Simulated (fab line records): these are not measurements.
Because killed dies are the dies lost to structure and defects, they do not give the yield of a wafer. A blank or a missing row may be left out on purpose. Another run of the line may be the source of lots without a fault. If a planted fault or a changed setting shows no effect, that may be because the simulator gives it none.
Commonality check across tools :: flow gf180mcu :: 14 lots, 42 wafers sampled

REASON FOR OPENING
At GF_SALICIDE_RS_MEAS_04 the reading SALICIDE_TIN_RS is flagged on 2 of 14 lots. Fault-free wafers read 16.1 ohm/sq, with a standard deviation of 0.35.
Rule: flag the lot when none of its wafers has a number, or when each of its wafers that has one lies beyond 4 standard deviations from that mean. As for the other lots, they are considered sound.

lot: L740
measured: day 15 21:08
on: filmMetro-03
SALICIDE_TIN_RS (ohm/sq), wafer by wafer: 16.5 16.1 16.5
flag: 

lot: L741
measured: day 16 00:46
on: filmMetro-03
SALICIDE_TIN_RS (ohm/sq), wafer by wafer: 16.0 16.3 16.1
flag: 

lot: L743
measured: day 16 22:50
on: filmMetro-03
SALICIDE_TIN_RS (ohm/sq), wafer by wafer: 15.9 16.0 15.9
flag: 

lot: L742
measured: day 17 00:11
on: filmMetro-04
SALICIDE_TIN_RS (ohm/sq), wafer by wafer: 15.8 15.7 15.5
flag: 

lot: L744
measured: day 17 14:32
on: filmMetro-03
SALICIDE_TIN_RS (ohm/sq), wafer by wafer: 15.9 16.1 15.8
flag: 

lot: L746
measured: day 17 22:21
on: filmMetro-04
SALICIDE_TIN_RS (ohm/sq), wafer by wafer: 15.9 16.4 16.1
flag: 

lot: L748
measured: day 18 20:05
on: filmMetro-02
SALICIDE_TIN_RS (ohm/sq), wafer by wafer: 15.5 16.0 16.0
flag: 

lot: L749
measured: day 19 08:13
on: filmMetro-04
SALICIDE_TIN_RS (ohm/sq), wafer by wafer: 16.3 16.0 16.4
flag: 

lot: L750
measured: day 19 11:35
on: filmMetro-03
SALICIDE_TIN_RS (ohm/sq), wafer by wafer: 15.7 15.8 16.0
flag: 

lot: L752
measured: day 20 12:22
on: filmMetro-03
SALICIDE_TIN_RS (ohm/sq), wafer by wafer: 16.7 16.5 16.4
flag: 

lot: L753
measured: day 20 13:26
on: filmMetro-03
SALICIDE_TIN_RS (ohm/sq), wafer by wafer: 25.9 24.9 25.9
flag: FLAGGED

lot: L754
measured: day 20 15:52
on: filmMetro-04
SALICIDE_TIN_RS (ohm/sq), wafer by wafer: 16.8 16.7 16.6
flag: 

lot: L755
measured: day 21 07:55
on: filmMetro-02
SALICIDE_TIN_RS (ohm/sq), wafer by wafer: 25.6 24.3 24.5
flag: FLAGGED

lot: L760
measured: day 23 02:33
on: filmMetro-03
SALICIDE_TIN_RS (ohm/sq), wafer by wafer: 16.1 15.9 15.9
flag: 
On average the flagged lots' numbers are 25.2 ohm/sq, which is +9.1 ohm/sq against the usual, or +26 standard deviations.

TOOL THAT RAN EACH LOT
Before the reading, the record contains 3 process steps out of a 602-step route. Each cell gives the tool, then ch followed by the chambers the sampled wafers passed through, then the start.
lot: L740
flag: 
GF_PSD_RTA_13: rtpAnneal-02 ch 0, day 14 23:17
GF_SALICIDE_SPUTTER_02: pvdSputter-02, day 15 21:05
GF_SALICIDE_SPUTTER_03: pvdSputter-02, day 15 21:07

lot: L741
flag: 
GF_PSD_RTA_13: rtpAnneal-01 ch 0, day 15 01:44
GF_SALICIDE_SPUTTER_02: pvdSputter-03, day 16 00:39
GF_SALICIDE_SPUTTER_03: pvdSputter-03, day 16 00:41

lot: L743
flag: 
GF_PSD_RTA_13: rtpAnneal-02 ch 0, day 16 00:10
GF_SALICIDE_SPUTTER_02: pvdSputter-04, day 16 22:44
GF_SALICIDE_SPUTTER_03: pvdSputter-04, day 16 22:46

lot: L742
flag: 
GF_PSD_RTA_13: rtpAnneal-01 ch 0, day 16 01:07
GF_SALICIDE_SPUTTER_02: pvdSputter-04, day 17 00:06
GF_SALICIDE_SPUTTER_03: pvdSputter-04, day 17 00:07

lot: L744
flag: 
GF_PSD_RTA_13: rtpAnneal-02 ch 0, day 16 15:07
GF_SALICIDE_SPUTTER_02: pvdSputter-03, day 17 14:28
GF_SALICIDE_SPUTTER_03: pvdSputter-03, day 17 14:30

lot: L746
flag: 
GF_PSD_RTA_13: rtpAnneal-02 ch 0, day 16 22:19
GF_SALICIDE_SPUTTER_02: pvdSputter-03, day 17 22:16
GF_SALICIDE_SPUTTER_03: pvdSputter-03, day 17 22:17

lot: L748
flag: 
GF_PSD_RTA_13: rtpAnneal-01 ch 0, day 17 19:19
GF_SALICIDE_SPUTTER_02: pvdSputter-03, day 18 20:00
GF_SALICIDE_SPUTTER_03: pvdSputter-03, day 18 20:02

lot: L749
flag: 
GF_PSD_RTA_13: rtpAnneal-01 ch 0, day 18 08:04
GF_SALICIDE_SPUTTER_02: pvdSputter-02, day 19 08:07
GF_SALICIDE_SPUTTER_03: pvdSputter-02, day 19 08:09

lot: L750
flag: 
GF_PSD_RTA_13: rtpAnneal-01 ch 0, day 18 10:37
GF_SALICIDE_SPUTTER_02: pvdSputter-03, day 19 11:28
GF_SALICIDE_SPUTTER_03: pvdSputter-03, day 19 11:29

lot: L752
flag: 
GF_PSD_RTA_13: rtpAnneal-01 ch 0, day 19 11:23
GF_SALICIDE_SPUTTER_02: pvdSputter-02, day 20 12:18
GF_SALICIDE_SPUTTER_03: pvdSputter-02, day 20 12:20

lot: L753
flag: FLAGGED
GF_PSD_RTA_13: rtpAnneal-02 ch 0, day 19 12:23
GF_SALICIDE_SPUTTER_02: pvdSputter-03, day 20 13:23
GF_SALICIDE_SPUTTER_03: pvdSputter-03, day 20 13:25

lot: L754
flag: 
GF_PSD_RTA_13: rtpAnneal-02 ch 0, day 19 15:14
GF_SALICIDE_SPUTTER_02: pvdSputter-02, day 20 15:49
GF_SALICIDE_SPUTTER_03: pvdSputter-02, day 20 15:50

lot: L755
flag: FLAGGED
GF_PSD_RTA_13: rtpAnneal-02 ch 0, day 20 06:54
GF_SALICIDE_SPUTTER_02: pvdSputter-03, day 21 07:51
GF_SALICIDE_SPUTTER_03: pvdSputter-03, day 21 07:53

lot: L760
flag: 
GF_PSD_RTA_13: rtpAnneal-02 ch 0, day 22 02:59
GF_SALICIDE_SPUTTER_02: pvdSputter-02, day 23 02:30
GF_SALICIDE_SPUTTER_03: pvdSputter-02, day 23 02:32
What the steps here do:
- GF_PSD_RTA_13: time 20 s.
- GF_SALICIDE_SPUTTER_02: material Co, target thk 10 nm, time 20 s.
- GF_SALICIDE_SPUTTER_03: material TiN, target thk 20 nm, time 16.7 s.
- GF_SALICIDE_RS_MEAS_04: measures by four-point-probe.

FLAGGED AGAINST TOTAL, ONE TOOL AT A TIME (gauges that did the reading follow at the end)
step: GF_PSD_RTA_13
tool: rtpAnneal-01
lots run: 6
flagged: 0
share of the flagged lots: none
sound lots run after its first flagged lot: -

step: GF_PSD_RTA_13
tool: rtpAnneal-02
lots run: 8
flagged: 2
share of the flagged lots: all
sound lots run after its first flagged lot: 2 (L754,L760)

step: GF_SALICIDE_SPUTTER_02
tool: pvdSputter-02
lots run: 5
flagged: 0
share of the flagged lots: none
sound lots run after its first flagged lot: -

step: GF_SALICIDE_SPUTTER_02
tool: pvdSputter-03
lots run: 7
flagged: 2
share of the flagged lots: all
sound lots run after its first flagged lot: 0

step: GF_SALICIDE_SPUTTER_02
tool: pvdSputter-04
lots run: 2
flagged: 0
share of the flagged lots: none
sound lots run after its first flagged lot: -

step: GF_SALICIDE_SPUTTER_03
tool: pvdSputter-02
lots run: 5
flagged: 0
share of the flagged lots: none
sound lots run after its first flagged lot: -

step: GF_SALICIDE_SPUTTER_03
tool: pvdSputter-03
lots run: 7
flagged: 2
share of the flagged lots: all
sound lots run after its first flagged lot: 0

step: GF_SALICIDE_SPUTTER_03
tool: pvdSputter-04
lots run: 2
flagged: 0
share of the flagged lots: none
sound lots run after its first flagged lot: -

step: GF_SALICIDE_RS_MEAS_04
tool: filmMetro-02
lots run: 2
flagged: 1
share of the flagged lots: some
sound lots run after its first flagged lot: 0

step: GF_SALICIDE_RS_MEAS_04
tool: filmMetro-03
lots run: 8
flagged: 1
share of the flagged lots: some
sound lots run after its first flagged lot: 1 (L760)

step: GF_SALICIDE_RS_MEAS_04
tool: filmMetro-04
lots run: 4
flagged: 0
share of the flagged lots: none
sound lots run after its first flagged lot: -

WHAT THE TABLE PERMITS
All flagged lots were run by 3 table rows, namely rtpAnneal-02 at GF_PSD_RTA_13, pvdSputter-03 at GF_SALICIDE_SPUTTER_02, pvdSputter-03 at GF_SALICIDE_SPUTTER_03.
- rtpAnneal-02 at GF_PSD_RTA_13 ran 8 lots, 2 of them flagged. Sound lots followed the first flagged one (L754, L760) on it, something a lasting fault affecting the whole tool could not allow.
- pvdSputter-03 at GF_SALICIDE_SPUTTER_02 ran 7 lots, 2 of them flagged. Its last sound lot is L750 (day 19 11:28), its first flagged lot L753 (day 20 13:23): a fault that began between those two fits.
- pvdSputter-03 at GF_SALICIDE_SPUTTER_03 ran 7 lots, 2 of them flagged. Its last sound lot is L750 (day 19 11:29), its first flagged lot L753 (day 20 13:25): a fault that began between those two fits.
Just one tool remains: pvdSputter-03 at GF_SALICIDE_SPUTTER_02 and GF_SALICIDE_SPUTTER_03.

WHAT THE SIMULATOR HAD PUT IN
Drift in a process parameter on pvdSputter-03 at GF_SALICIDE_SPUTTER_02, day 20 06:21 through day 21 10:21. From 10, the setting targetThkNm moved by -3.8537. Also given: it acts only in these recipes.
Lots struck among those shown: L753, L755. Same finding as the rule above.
